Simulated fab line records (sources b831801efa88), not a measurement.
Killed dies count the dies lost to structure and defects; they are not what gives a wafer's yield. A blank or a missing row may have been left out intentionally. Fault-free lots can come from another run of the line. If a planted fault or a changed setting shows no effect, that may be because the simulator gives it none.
Which tool did it? :: flow gf180mcu :: Sampling: 15 lots, 45 wafers, 2 of 602 route steps

WHAT THE GAUGES READ, wafer by wafer
GF_STI_THK_MEAS_24.
lot: L891
measured: day 2 07:56
on: film metro-01
STI_CVD_23_THK (nm): 643 645 643

lot: L892
measured: day 2 13:47
on: film metro-03
STI_CVD_23_THK (nm): 641 643 635

lot: L894
measured: day 2 23:26
on: film metro-01
STI_CVD_23_THK (nm): 655 641 643

lot: L895
measured: day 3 04:11
on: film metro-01
STI_CVD_23_THK (nm): 653 648 652

lot: L896
measured: day 3 10:25
on: film metro-03
STI_CVD_23_THK (nm): 647 654 650

lot: L897
measured: day 3 15:34
on: film metro-02
STI_CVD_23_THK (nm): 644 642 637

lot: L898
measured: day 3 20:40
on: film metro-01
STI_CVD_23_THK (nm): 650 635 648

lot: L899
measured: day 4 01:21
on: film metro-02
STI_CVD_23_THK (nm): 644 649 651

lot: L905
measured: day 5 10:02
on: film metro-03
STI_CVD_23_THK (nm): 648 643 643

lot: L906
measured: day 5 14:23
on: film metro-03
STI_CVD_23_THK (nm): 645 648 639

lot: L907
measured: day 5 19:09
on: film metro-02
STI_CVD_23_THK (nm): 646 653 646

lot: L908
measured: day 6 00:41
on: film metro-03
STI_CVD_23_THK (nm): 642 648 641

lot: L911
measured: day 6 15:56
on: film metro-01
STI_CVD_23_THK (nm): 644 643 640

lot: L912
measured: day 6 20:53
on: film metro-02
STI_CVD_23_THK (nm): 636 642 633

lot: L913
measured: day 7 03:20
on: film metro-02
STI_CVD_23_THK (nm): 652 657 654

GF_VT_IMPLANT_OVL_MEAS_18.
lot: L891
measured: day 6 10:23
on: overlay-01
VT_IMPLANT_01_OVL (nm): 0.8 -0.7 -1.0

lot: L892
measured: day 6 15:56
on: overlay-01
VT_IMPLANT_01_OVL (nm): -3.2 -1.2 -2.7

lot: L894
measured: day 7 04:38
on: overlay-02
VT_IMPLANT_01_OVL (nm): 0.2 1.7 1.7

lot: L895
measured: day 7 10:41
on: overlay-01
VT_IMPLANT_01_OVL (nm): 0.8 0.4 -0.5

lot: L896
measured: day 7 19:34
on: overlay-01
VT_IMPLANT_01_OVL (nm): 1.0 1.9 0.9

lot: L897
measured: day 8 00:23
on: overlay-01
VT_IMPLANT_01_OVL (nm): 0.3 0.2 1.3

lot: L898
measured: day 8 09:44
on: overlay-02
VT_IMPLANT_01_OVL (nm): -3.2 -0.8 -2.5

lot: L899
measured: day 8 14:03
on: overlay-02
VT_IMPLANT_01_OVL (nm): 1.2 -0.5 -0.4

lot: L905
measured: day 10 04:43
on: overlay-02
VT_IMPLANT_01_OVL (nm): 1.6 1.2 1.7

lot: L906
measured: day 10 10:43
on: overlay-01
VT_IMPLANT_01_OVL (nm): 0.4 -0.5 0.4

lot: L907
measured: day 10 15:32
on: overlay-01
VT_IMPLANT_01_OVL (nm): 0.5 0.7 0.3

lot: L908
measured: day 11 00:20
on: overlay-01
VT_IMPLANT_01_OVL (nm): -0.6 0.1 -1.2

lot: L911
measured: day 11 19:43
on: overlay-02
VT_IMPLANT_01_OVL (nm): 2.2 1.4 0.8

lot: L912
measured: day 11 23:39
on: overlay-01
VT_IMPLANT_01_OVL (nm): -3.2 -2.0 -1.3

lot: L913
measured: day 12 08:08
on: overlay-01
VT_IMPLANT_01_OVL (nm): 3.2 1.4 1.2

TOOL THAT RAN EACH LOT (tool first, then ch and the chambers of the sampled wafers, then the start)
The record shows no process step preceding these readings.

AS READ BY THE TOOLS THEMSELVES (means over the sampled wafers that have a number; for cases with no such wafer, the mark the record gives instead)
The record holds no such reading with a usual standard deviation.

THE ANSWER, worked out from the rows above alone
Rule: the usual values come from the lots themselves. Put in order of their means at a reading, lots are off if they are a third of the lots or fewer, leave a main group of 4 or more, and stand apart from it by a gap of 3 or more times the standard deviation of the main group's means; of several such gaps the widest counts. A main group is skipped when, at the precision printed for the reading in the tables above, its means are all equal. Also off: a lot with no number at a reading for which 4 or more lots have one. Any other lot the step has rows for is counted as sound. After the gauges, taken in route order, come the tools' own readings; for these a lot's mean is taken, as printed above. At the first step where some lot is off, the reading lying furthest off is the one used; lots without a number count as furthest.
Nothing can be told from this: no lot is off at any reading shown.

WHAT THE SIMULATOR HAD INSERTED
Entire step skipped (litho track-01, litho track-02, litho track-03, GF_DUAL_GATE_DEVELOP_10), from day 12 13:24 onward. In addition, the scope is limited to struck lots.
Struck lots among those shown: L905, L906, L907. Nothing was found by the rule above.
